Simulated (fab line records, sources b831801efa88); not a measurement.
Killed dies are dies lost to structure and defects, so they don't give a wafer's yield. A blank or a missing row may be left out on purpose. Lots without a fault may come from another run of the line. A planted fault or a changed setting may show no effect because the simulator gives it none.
Which tool did it? | flow gf180mcu | 13 lots, 39 wafers sampled, at 5 steps of a route of 602

WHAT THE GAUGES READ, wafer by wafer
GF_MVPSD_TW_MEAS_11. Usual: MVPSD_TW 554, standard deviation 5.
lot  | measured     | on            | MVPSD_TW    | flag
L665 | day 5 04:50  | film_metro-02 | 552 553 553 |
L666 | day 5 06:29  | film_metro-02 | 553 551 554 |
L668 | day 5 18:08  | film_metro-04 | 561 563 561 |
L669 | day 6 02:20  | film_metro-02 | 552 548 548 |
L671 | day 6 11:58  | film_metro-03 | 551 551 553 |
L673 | day 7 01:41  | film_metro-04 | 561 564 563 |
L675 | day 7 15:32  | film_metro-04 | 566 562 560 |
L676 | day 7 22:22  | film_metro-02 | 547 545 548 |
L677 | day 8 00:39  | film_metro-03 | 556 554 555 |
L679 | day 8 15:56  | film_metro-03 | 555 558 555 |
L681 | day 9 01:58  | film_metro-03 | 551 554 554 |
L687 | day 10 16:13 | film_metro-03 | 554 553 556 |
L688 | day 10 20:11 | film_metro-04 | 558 558 560 |

GF_POLY_GATE_CD_MEAS_18. Usual: cd_nm 280.2 nm, standard deviation 2.5.
lot  | measured     | on        | cd_nm (nm)        | flag
L665 | day 9 12:08  | cd_sem-02 | 281.5 279.3 277.0 |
L666 | day 9 16:16  | cd_sem-01 | 281.0 279.9 278.5 |
L668 | day 10 02:38 | cd_sem-02 | 282.6 279.4 278.8 |
L669 | day 10 20:38 | cd_sem-01 | 279.5 279.5 281.8 |
L671 | day 11 00:52 | cd_sem-01 | 281.3 276.9 279.6 |
L673 | day 11 14:41 | cd_sem-02 | 277.1 277.7 273.5 |
L675 | day 12 11:52 | cd_sem-02 | 277.7 279.7 278.0 |
L676 | day 12 20:06 | cd_sem-01 | 281.6 278.6 280.9 |
L677 | day 12 20:02 | cd_sem-02 | 281.5 277.1 281.0 |
L679 | day 13 17:09 | cd_sem-01 | 283.3 280.0 279.6 |
L681 | day 14 03:16 | cd_sem-01 | 280.2 284.3 282.6 |
L687 | day 15 23:53 | cd_sem-02 | 281.3 280.8 278.9 |
L688 | day 16 04:18 | cd_sem-01 | 283.8 283.6 284.1 |

GF_HV_LDD_CD_MEAS_07: target cd 400 nm. Usual: cd_nm 400.0 nm, standard deviation 2.
lot  | measured     | on        | cd_nm (nm)        | flag
L665 | day 10 05:20 | cd_sem-02 | 396.6 396.1 394.9 |
L666 | day 10 09:46 | cd_sem-01 | 398.7 398.9 399.8 |
L668 | day 10 20:22 | cd_sem-01 | 398.9 400.4 397.3 |
L669 | day 11 15:25 | cd_sem-02 | 399.7 399.9 401.3 |
L671 | day 11 19:14 | cd_sem-02 | 402.4 401.0 403.3 |
L673 | day 12 09:55 | cd_sem-02 | 399.5 398.5 397.0 |
L675 | day 13 07:49 | cd_sem-02 | 399.5 400.5 399.4 |
L676 | day 13 16:14 | cd_sem-01 | 396.4 398.2 398.9 |
L677 | day 13 16:29 | cd_sem-02 | 400.0 402.4 399.9 |
L679 | day 14 13:47 | cd_sem-02 | 398.9 401.4 400.1 |
L681 | day 15 00:20 | cd_sem-02 | 400.5 404.5 400.4 |
L687 | day 16 21:46 | cd_sem-02 | 400.2 403.0 403.0 |
L688 | day 17 02:28 | cd_sem-01 | 399.8 401.6 402.2 |

WHICH TOOL RAN EACH LOT (tool, then ch and the chambers of the sampled wafers, then the start)
lot  | GF_POLY_GATE_ETCH_13             | GF_POLY_GATE_STRIP_14
L665 | rie_si-01 ch 0,1,2, day 9 10:37  | plasma_asher-04 ch 0,1, day 9 10:41
L666 | rie_si-01 ch 0,3, day 9 14:43    | plasma_asher-02 ch 0,1, day 9 14:47
L668 | rie_si-01 ch 0,2,3, day 10 01:07 | plasma_asher-02 ch 0,1, day 10 01:11
L669 | rie_si-02 ch 0,2,3, day 10 18:13 | plasma_asher-01 ch 0,1, day 10 18:17
L671 | rie_si-02 ch 0,1,3, day 10 22:50 | plasma_asher-01 ch 0, day 10 22:54
L673 | rie_si-01 ch 0,1,3, day 11 13:10 | plasma_asher-01 ch 1, day 11 13:14
L675 | rie_si-02 ch 0,2, day 12 06:37   | plasma_asher-01 ch 0,1, day 12 06:41
L676 | rie_si-01 ch 0,2, day 12 17:14   | plasma_asher-02 ch 0,1, day 12 17:20
L677 | rie_si-02 ch 0,1,2, day 12 18:16 | plasma_asher-01 ch 0,1, day 12 18:20
L679 | rie_si-02 ch 1,2,3, day 13 14:58 | plasma_asher-04 ch 0,1, day 13 15:02
L681 | rie_si-02 ch 1,2, day 14 01:37   | plasma_asher-04 ch 0,1, day 14 01:41
L687 | rie_si-01 ch 0,1,2, day 15 21:46 | plasma_asher-01 ch 0,1, day 15 21:49
L688 | rie_si-01 ch 0,2,3, day 16 02:29 | plasma_asher-04 ch 0,1, day 16 02:33
- GF_POLY_GATE_ETCH_13: etches poly-Si in HBr/Cl2, stops on SiO2, target depth 198.5 nm, time 69.6 s.
- GF_POLY_GATE_STRIP_14: strips in O2/N2.

WHAT THE TOOLS THEMSELVES READ (means of the sampled wafers that have a number; where no wafer has one, the mark that the record gives instead)
GF_POLY_GATE_ETCH_13. Usual: drypump_motor_current_A 5.7 A, standard deviation 0.46; oes_product_au 0.990 a.u., standard deviation 0.0065; rf_fwd_power_W 396.0 W, standard deviation 1.5; throttle_valve_pct 33.685 %, standard deviation 0.0096.
lot  | tool      | drypump_motor_current_A (A) | oes_product_au (a.u.) | rf_fwd_power_W (W) | throttle_valve_pct (%) | flag
L665 | rie_si-01 | 6.0                         | 0.991                 | 397.6              | 33.692                 |
L666 | rie_si-01 | 5.8                         | 0.990                 | 395.6              | 33.680                 |
L668 | rie_si-01 | 5.8                         | 0.995                 | 394.9              | 33.693                 |
L669 | rie_si-02 | 5.6                         | 0.990                 | 396.7              | 33.685                 |
L671 | rie_si-02 | 5.6                         | 0.990                 | 396.8              | 33.682                 |
L673 | rie_si-01 | 6.1                         | 0.998                 | 396.0              | 33.676                 |
L675 | rie_si-02 | 5.7                         | 0.990                 | 396.0              | 33.686                 |
L676 | rie_si-01 | 5.6                         | 0.989                 | 396.5              | 33.682                 |
L677 | rie_si-02 | 5.4                         | 0.983                 | 396.1              | 33.691                 |
L679 | rie_si-02 | 5.3                         | 0.870                 | 395.2              | 33.678                 | OFF
L681 | rie_si-02 | 5.1                         | 0.925                 | 396.6              | 33.684                 | OFF
L687 | rie_si-01 | 5.9                         | 0.996                 | 397.3              | 33.688                 |
L688 | rie_si-01 | 5.8                         | 0.991                 | 395.5              | 33.690                 |

GF_POLY_GATE_STRIP_14. Usual: drypump_motor_current_A 5.6 A, standard deviation 0.48; heater_power_w 329 W, standard deviation 25; oes_product_au 0.504 a.u., standard deviation 0.0045.
lot  | tool            | drypump_motor_current_A (A) | heater_power_w (W) | oes_product_au (a.u.) | flag
L665 | plasma_asher-04 | 5.6                         | 349                | 0.505                 |
L666 | plasma_asher-02 | 6.3                         | 296                | 0.507                 |
L668 | plasma_asher-02 | 6.3                         | 297                | 0.507                 |
L669 | plasma_asher-01 | 5.4                         | 345                | 0.496                 |
L671 | plasma_asher-01 | 5.0                         | 322                | 0.501                 |
L673 | plasma_asher-01 | 5.7                         | 355                | 0.504                 |
L675 | plasma_asher-01 | 5.5                         | 344                | 0.504                 |
L676 | plasma_asher-02 | 6.3                         | 294                | 0.504                 |
L677 | plasma_asher-01 | 5.5                         | 337                | 0.504                 |
L679 | plasma_asher-04 | 5.4                         | 337                | 0.492                 |
L681 | plasma_asher-04 | 5.5                         | 348                | 0.502                 |
L687 | plasma_asher-01 | 5.5                         | 347                | 0.505                 |
L688 | plasma_asher-04 | 5.4                         | 342                | 0.507                 |

THE ANSWER, worked out from the rows above alone
Rule: a lot is off if the mean of its wafers that have a number lies more than 3 standard deviations from the usual mean. A lot without any number at a reading at which 4 lots or more have one is off too. The other lots that the step has rows for count as sound. The gauges are gone through in route order, then the tools' own readings, and for those a lot's mean is taken as printed above. The first step at which some lot is off is used, and at that step the reading that is off furthest; a lot without a number counts as furthest.
Off: L679, L681, at GF_POLY_GATE_ETCH_13 (oes_product_au).
A tool fits if, at that step or a process step before it, it ran every lot that is off, and no sound lot after the first of them. One fits: rie_si-02 at GF_POLY_GATE_ETCH_13. Its last sound lot is L677 (day 12 18:16), its first lot that is off L679 (day 13 14:58): a fault that began between those two fits.
The tool's own readings at GF_POLY_GATE_ETCH_13 bear it out: on the lots that are off they differ by more than 5 times the standard deviation of the sound lots' means. oes_product_au reads 0.897 a.u. there against 0.991 a.u. on the sound lots.

WHAT THE SIMULATOR HAD PUT IN
Process parameter drift: rie_si-02, from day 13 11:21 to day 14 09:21, at GF_POLY_GATE_ETCH_13. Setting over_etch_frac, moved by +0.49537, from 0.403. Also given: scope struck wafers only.
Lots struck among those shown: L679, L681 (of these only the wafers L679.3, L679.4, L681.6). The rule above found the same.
